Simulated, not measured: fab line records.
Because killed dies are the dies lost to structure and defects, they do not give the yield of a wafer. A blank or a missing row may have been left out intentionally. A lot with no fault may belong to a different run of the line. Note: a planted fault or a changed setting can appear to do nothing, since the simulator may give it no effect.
Which tool is to blame? :: flow sfq_line :: 45 wafers from 15 lots sampled at 3 of the route's 325 steps

WHAT EACH GAUGE READ, for each wafer
No reading from a measuring or inspecting step in the record can be judged against a usual standard deviation.

WHICH TOOL RAN EACH LOT (tool, then ch and the chambers of the sampled wafers, then the start)
lot: L821
SFQ_TRILAYER_L0_CAP_PECVD_011: pecvd-01 ch 0,1, day 2 11:32
SFQ_TRILAYER_L0_VIA_ETCH_VIA_ETCH_016: rie_diel-02 ch 0,1,2, day 5 04:47
SFQ_TRILAYER_M0_LITHO_EXPOSE_022: krf_scanner-01 ch 0, day 7 14:12

lot: L828
SFQ_TRILAYER_L0_CAP_PECVD_011: pecvd-01 ch 0,1, day 3 16:17
SFQ_TRILAYER_L0_VIA_ETCH_VIA_ETCH_016: rie_diel-03 ch 0,2, day 6 03:47
SFQ_TRILAYER_M0_LITHO_EXPOSE_022: krf_scanner-02, day 9 13:08

lot: L829
SFQ_TRILAYER_L0_CAP_PECVD_011: pecvd-04 ch 1,2, day 3 23:44
SFQ_TRILAYER_L0_VIA_ETCH_VIA_ETCH_016: rie_diel-02 ch 0,1,3, day 6 06:11
SFQ_TRILAYER_M0_LITHO_EXPOSE_022: krf_scanner-02, day 9 18:56

lot: L830
SFQ_TRILAYER_L0_CAP_PECVD_011: pecvd-01 ch 0,1,2, day 4 05:35
SFQ_TRILAYER_L0_VIA_ETCH_VIA_ETCH_016: rie_diel-02 ch 0,1,3, day 6 10:59
SFQ_TRILAYER_M0_LITHO_EXPOSE_022: krf_scanner-02, day 10 04:32

lot: L833
SFQ_TRILAYER_L0_CAP_PECVD_011: pecvd-01 ch 0,2, day 5 01:59
SFQ_TRILAYER_L0_VIA_ETCH_VIA_ETCH_016: rie_diel-02 ch 0,2, day 7 08:23
SFQ_TRILAYER_M0_LITHO_EXPOSE_022: krf_scanner-01 ch 0, day 11 18:53

lot: L834
SFQ_TRILAYER_L0_CAP_PECVD_011: pecvd-03 ch 0,1,2, day 5 07:02
SFQ_TRILAYER_L0_VIA_ETCH_VIA_ETCH_016: rie_diel-04 ch 0,2, day 7 17:59
SFQ_TRILAYER_M0_LITHO_EXPOSE_022: krf_scanner-01 ch 0, day 12 03:41

lot: L835
SFQ_TRILAYER_L0_CAP_PECVD_011: pecvd-01 ch 0,1, day 5 11:50
SFQ_TRILAYER_L0_VIA_ETCH_VIA_ETCH_016: rie_diel-03 ch 0,2, day 8 02:23
SFQ_TRILAYER_M0_LITHO_EXPOSE_022: krf_scanner-01 ch 0, day 12 09:29

lot: L836
SFQ_TRILAYER_L0_CAP_PECVD_011: pecvd-03 ch 1,2, day 5 23:47
SFQ_TRILAYER_L0_VIA_ETCH_VIA_ETCH_016: rie_diel-02 ch 0,1, day 9 02:31
SFQ_TRILAYER_M0_LITHO_EXPOSE_022: krf_scanner-01 ch 0, day 13 08:54

lot: L837
SFQ_TRILAYER_L0_CAP_PECVD_011: pecvd-04 ch 0,1,2, day 7 00:47
SFQ_TRILAYER_L0_VIA_ETCH_VIA_ETCH_016: rie_diel-03 ch 0,1, day 11 09:41
SFQ_TRILAYER_M0_LITHO_EXPOSE_022: krf_scanner-01 ch 0, day 13 13:30

lot: L839
SFQ_TRILAYER_L0_CAP_PECVD_011: pecvd-03 ch 1,2, day 7 17:35
SFQ_TRILAYER_L0_VIA_ETCH_VIA_ETCH_016: rie_diel-03 ch 1,3, day 12 02:28
SFQ_TRILAYER_M0_LITHO_EXPOSE_022: krf_scanner-01 ch 0, day 13 19:18

lot: L840
SFQ_TRILAYER_L0_CAP_PECVD_011: pecvd-01 ch 0,1,2, day 8 05:35
SFQ_TRILAYER_L0_VIA_ETCH_VIA_ETCH_016: rie_diel-04 ch 0,2,3, day 12 15:40
SFQ_TRILAYER_M0_LITHO_EXPOSE_022: krf_scanner-01 ch 0, day 13 21:54

lot: L841
SFQ_TRILAYER_L0_CAP_PECVD_011: pecvd-03 ch 0,2, day 8 15:19
SFQ_TRILAYER_L0_VIA_ETCH_VIA_ETCH_016: rie_diel-02 ch 0,2,3, day 13 01:23
SFQ_TRILAYER_M0_LITHO_EXPOSE_022: krf_scanner-01 ch 0, day 14 00:06

lot: L842
SFQ_TRILAYER_L0_CAP_PECVD_011: pecvd-03 ch 0,1, day 9 00:55
SFQ_TRILAYER_L0_VIA_ETCH_VIA_ETCH_016: rie_diel-04 ch 0,2, day 13 14:10
SFQ_TRILAYER_M0_LITHO_EXPOSE_022: krf_scanner-01 ch 0, day 14 04:42

lot: L843
SFQ_TRILAYER_L0_CAP_PECVD_011: pecvd-04 ch 1,2, day 9 10:31
SFQ_TRILAYER_L0_VIA_ETCH_VIA_ETCH_016: rie_diel-04 ch 0,1,2, day 13 21:22
SFQ_TRILAYER_M0_LITHO_EXPOSE_022: krf_scanner-01 ch 0, day 14 06:39

lot: L844
SFQ_TRILAYER_L0_CAP_PECVD_011: pecvd-01 ch 0,2, day 9 22:31
SFQ_TRILAYER_L0_VIA_ETCH_VIA_ETCH_016: rie_diel-02 ch 0,2, day 14 10:26
SFQ_TRILAYER_M0_LITHO_EXPOSE_022: krf_scanner-01 ch 0, day 19 15:49
- SFQ_TRILAYER_L0_CAP_PECVD_011: deposits SiO2 from SiH4/N2O, time 13.333 s, target thk 60 nm.
- SFQ_TRILAYER_L0_VIA_ETCH_VIA_ETCH_016: etches SiO2 in CHF3, stops on MoNx KI, target depth 80 nm.
- SFQ_TRILAYER_M0_LITHO_EXPOSE_022: exposes mask M0, target cd 500 nm.

WHAT THE TOOLS THEMSELVES READ (means of the sampled wafers that have a number; where no wafer has one, the mark that the record gives instead)
SFQ_TRILAYER_L0_CAP_PECVD_011.
lot: L821
tool: pecvd-01
chamber_pressure_Torr (Torr): 2.402
heater_power_outer_w (W): 20
heater_power_w (W): 64
throttle_valve_pct (%): 28.6

lot: L828
tool: pecvd-01
chamber_pressure_Torr (Torr): -
heater_power_outer_w (W): -
heater_power_w (W): -
throttle_valve_pct (%): -

lot: L829
tool: pecvd-04
chamber_pressure_Torr (Torr): -
heater_power_outer_w (W): -
heater_power_w (W): -
throttle_valve_pct (%): -

lot: L830
tool: pecvd-01
chamber_pressure_Torr (Torr): -
heater_power_outer_w (W): -
heater_power_w (W): -
throttle_valve_pct (%): -

lot: L833
tool: pecvd-01
chamber_pressure_Torr (Torr): 2.402
heater_power_outer_w (W): 27
heater_power_w (W): 77
throttle_valve_pct (%): 26.2

lot: L834
tool: pecvd-03
chamber_pressure_Torr (Torr): 2.398
heater_power_outer_w (W): 39
heater_power_w (W): 97
throttle_valve_pct (%): 23.9

lot: L835
tool: pecvd-01
chamber_pressure_Torr (Torr): 2.405
heater_power_outer_w (W): 30
heater_power_w (W): 81
throttle_valve_pct (%): 28.6

lot: L836
tool: pecvd-03
chamber_pressure_Torr (Torr): 2.398
heater_power_outer_w (W): 33
heater_power_w (W): 90
throttle_valve_pct (%): 24.3

lot: L837
tool: pecvd-04
chamber_pressure_Torr (Torr): 2.400
heater_power_outer_w (W): 33
heater_power_w (W): 88
throttle_valve_pct (%): 24.6

lot: L839
tool: pecvd-03
chamber_pressure_Torr (Torr): 2.401
heater_power_outer_w (W): 28
heater_power_w (W): 85
throttle_valve_pct (%): 24.2

lot: L840
tool: pecvd-01
chamber_pressure_Torr (Torr): 2.401
heater_power_outer_w (W): 23
heater_power_w (W): 70
throttle_valve_pct (%): 27.2

lot: L841
tool: pecvd-03
chamber_pressure_Torr (Torr): 2.402
heater_power_outer_w (W): 46
heater_power_w (W): 105
throttle_valve_pct (%): 24.1

lot: L842
tool: pecvd-03
chamber_pressure_Torr (Torr): 2.400
heater_power_outer_w (W): 40
heater_power_w (W): 100
throttle_valve_pct (%): 24.4

lot: L843
tool: pecvd-04
chamber_pressure_Torr (Torr): 2.396
heater_power_outer_w (W): 35
heater_power_w (W): 91
throttle_valve_pct (%): 25.0

lot: L844
tool: pecvd-01
chamber_pressure_Torr (Torr): 2.402
heater_power_outer_w (W): 31
heater_power_w (W): 81
throttle_valve_pct (%): 23.3

SFQ_TRILAYER_L0_VIA_ETCH_VIA_ETCH_016.
lot: L821
tool: rie_diel-02
drypump_motor_current_A (A): 5.7
oes_product_au (a.u.): 0.837

lot: L828
tool: rie_diel-03
drypump_motor_current_A (A): 5.8
oes_product_au (a.u.): 0.374

lot: L829
tool: rie_diel-02
drypump_motor_current_A (A): 5.6
oes_product_au (a.u.): 0.378

lot: L830
tool: rie_diel-02
drypump_motor_current_A (A): 5.6
oes_product_au (a.u.): 0.374

lot: L833
tool: rie_diel-02
drypump_motor_current_A (A): 5.5
oes_product_au (a.u.): 0.849

lot: L834
tool: rie_diel-04
drypump_motor_current_A (A): 6.0
oes_product_au (a.u.): 0.838

lot: L835
tool: rie_diel-03
drypump_motor_current_A (A): 6.1
oes_product_au (a.u.): 0.838

lot: L836
tool: rie_diel-02
drypump_motor_current_A (A): 5.5
oes_product_au (a.u.): 0.850

lot: L837
tool: rie_diel-03
drypump_motor_current_A (A): 6.3
oes_product_au (a.u.): 0.843

lot: L839
tool: rie_diel-03
drypump_motor_current_A (A): 5.9
oes_product_au (a.u.): 0.839

lot: L840
tool: rie_diel-04
drypump_motor_current_A (A): 5.8
oes_product_au (a.u.): 0.841

lot: L841
tool: rie_diel-02
drypump_motor_current_A (A): 5.9
oes_product_au (a.u.): 0.842

lot: L842
tool: rie_diel-04
drypump_motor_current_A (A): 6.0
oes_product_au (a.u.): 0.837

lot: L843
tool: rie_diel-04
drypump_motor_current_A (A): 6.0
oes_product_au (a.u.): 0.841

lot: L844
tool: rie_diel-02
drypump_motor_current_A (A): 5.6
oes_product_au (a.u.): 0.840

SFQ_TRILAYER_M0_LITHO_EXPOSE_022.
lot: L821
tool: krf_scanner-01
exposure_dose_mJ_cm2: 14.381
focus_offset_nm (nm): 0.2

lot: L828
tool: krf_scanner-02
exposure_dose_mJ_cm2: -
focus_offset_nm (nm): -

lot: L829
tool: krf_scanner-02
exposure_dose_mJ_cm2: -
focus_offset_nm (nm): -

lot: L830
tool: krf_scanner-02
exposure_dose_mJ_cm2: -
focus_offset_nm (nm): -

lot: L833
tool: krf_scanner-01
exposure_dose_mJ_cm2: 14.378
focus_offset_nm (nm): -0.1

lot: L834
tool: krf_scanner-01
exposure_dose_mJ_cm2: 14.402
focus_offset_nm (nm): 0.5

lot: L835
tool: krf_scanner-01
exposure_dose_mJ_cm2: 14.405
focus_offset_nm (nm): -0.2

lot: L836
tool: krf_scanner-01
exposure_dose_mJ_cm2: 14.414
focus_offset_nm (nm): 0.3

lot: L837
tool: krf_scanner-01
exposure_dose_mJ_cm2: 14.396
focus_offset_nm (nm): 0.1

lot: L839
tool: krf_scanner-01
exposure_dose_mJ_cm2: 14.400
focus_offset_nm (nm): 0.1

lot: L840
tool: krf_scanner-01
exposure_dose_mJ_cm2: 14.397
focus_offset_nm (nm): -0.3

lot: L841
tool: krf_scanner-01
exposure_dose_mJ_cm2: 14.410
focus_offset_nm (nm): -0.1

lot: L842
tool: krf_scanner-01
exposure_dose_mJ_cm2: 14.393
focus_offset_nm (nm): -0.7

lot: L843
tool: krf_scanner-01
exposure_dose_mJ_cm2: 14.408
focus_offset_nm (nm): 0.4

lot: L844
tool: krf_scanner-01
exposure_dose_mJ_cm2: 14.387
focus_offset_nm (nm): 0.4

THE ANSWER, worked out from the rows above alone
Rule: the usual values come from the lots themselves. Put in order of their means at a reading, lots are off if they are a third of the lots or fewer, leave a main group of 4 or more, and stand apart from it by a gap of 3 or more times the standard deviation of the main group's means; of several such gaps the widest counts. A main group is skipped when, at the precision printed for the reading in the tables above, its means are all equal. Also off: a lot with no number at a reading for which 4 or more lots have one. Any other lot the step has rows for is counted as sound. The gauges are gone through in route order, then the tools' own readings, and for those a lot's mean is taken as printed above. The first step at which some lot is off is used, and at that step the reading that is off furthest; a lot without a number counts as furthest.
Off: L828, L829, L830 (SFQ_TRILAYER_L0_CAP_PECVD_011, chamber_pressure_Torr). Without a number there: L828, L829, L830. Mean 2.401 Torr and standard deviation 0.0023 in the main group.
A tool fits if, at that step or a process step before it, it ran every lot that is off, and no sound lot after the first of them. No candidate that was tried fits.

WHAT WAS PUT IN BY THE SIMULATOR
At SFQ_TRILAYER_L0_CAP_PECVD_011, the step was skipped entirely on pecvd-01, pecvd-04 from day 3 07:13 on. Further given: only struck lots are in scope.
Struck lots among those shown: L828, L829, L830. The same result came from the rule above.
